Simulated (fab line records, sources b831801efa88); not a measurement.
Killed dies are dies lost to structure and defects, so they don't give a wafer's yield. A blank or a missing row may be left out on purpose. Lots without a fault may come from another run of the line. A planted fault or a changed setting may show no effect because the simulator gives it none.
One fault seen from 2 desks | flow sky130 | each desk has only its own numbers; what lay behind them comes last

THE TOOL OWNER'S DESK: pvd_sputter-04
The tool's own readings at SKY_METAL2_SPUTTER_02 (material AlCu, target thk 250 nm, time 13.3 s): means of the sampled wafers that have a number, for each lot that ran on this tool. A lot is out of limits, marked OUT, if its mean lies more than 4 standard deviations from the usual mean; the brackets give that distance.
Columns: A = cathode_dc_power_W at SKY_METAL2_SPUTTER_02, usual 10600 W; B = chamber_pressure_pa at SKY_METAL2_SPUTTER_02, usual 0.3999 Pa; C = throttle_valve_pct at SKY_METAL2_SPUTTER_02, usual 30.4 %
lot  | first seen here | A     | B      | C
L857 | day 34 16:01    | 10599 | 0.3999 | 30.1
L860 | day 35 09:17    | 10601 | 0.3994 | 29.9
L867 | day 37 17:28    | 10600 | 0.3996 | 30.1
L868 | day 38 01:04    | 10599 | 0.3999 | 30.4
L869 | day 38 13:06    | 10600 | 0.3998 | 30.8
L876 | day 40 05:07    | 10600 | 0.3997 | 30.2
This desk's finding: nothing out of limits on any of the 6 lots.

THE METROLOGY DESK
What the gauges read, lot by lot, whatever tool the lot ran on: means of the sampled wafers that have a number. A lot is out of limits, marked OUT, if its mean lies more than 4 standard deviations from the usual mean; the brackets give that distance.
Columns: A = VIA1_W_RS at SKY_VIA1_RS_MEAS_22, usual 0.427 ohm/sq; B = METAL2_ALCU_RS at SKY_METAL2_RS_MEAS_05, usual 0.1264 ohm/sq; C = METAL2_ALCU_THK at SKY_METAL2_THK_MEAS_06, usual 251 nm
lot  | first seen here | A     | B                | C
L857 | day 34 15:30    | 0.423 | 0.1246           | 256
L860 | day 35 08:49    | 0.424 | 0.1268           | 253
L859 | day 35 11:11    | 0.424 | 0.1273           | 252
L861 | day 35 19:50    | 0.420 | 0.1288           | 249
L863 | day 36 07:53    | 0.421 | 0.1248           | 254
L865 | day 36 21:08    | 0.422 | 0.1259           | 251
L866 | day 37 12:13    | 0.428 | 0.1251           | 257
L867 | day 37 16:58    | 0.434 | 0.1251           | 252
L868 | day 38 00:32    | 0.426 | 0.1260           | 252
L869 | day 38 12:32    | 0.433 | 0.1059 (-13) OUT | 322 (+20) OUT
L875 | day 40 02:33    | 0.427 | 0.1257           | 251
L876 | day 40 04:37    | 0.425 | 0.0871 (-25) OUT | 390 (+40) OUT
L878 | day 40 15:40    | 0.426 | 0.1229           | 255
L879 | day 41 01:03    | 0.425 | 0.1281           | 250
This desk's finding: out of limits on L869, L876; first on L869, day 38 13:11 (METAL2_ALCU_RS at SKY_METAL2_RS_MEAS_05). In limits: L857, L860, L859, L861, L863, L865, L866, L867, L868, L875, L878, L879.

PUT TOGETHER
The metrology desk could have raised an alarm at day 38 13:11, on L869, L876.
The tool owner's desk saw nothing out of limits.
The tool owner's desk has L869, L876 on record, within its limits.
Of the lots named, all ran SKY_METAL2_SPUTTER_02 on pvd_sputter-04.

WHAT THE SIMULATOR HAD PUT IN
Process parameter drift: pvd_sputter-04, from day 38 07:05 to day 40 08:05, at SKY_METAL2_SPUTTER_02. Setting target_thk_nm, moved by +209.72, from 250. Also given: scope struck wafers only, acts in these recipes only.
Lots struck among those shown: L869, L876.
Hours from the fault's start to each desk's first reading out of limits: the metrology desk, 6.
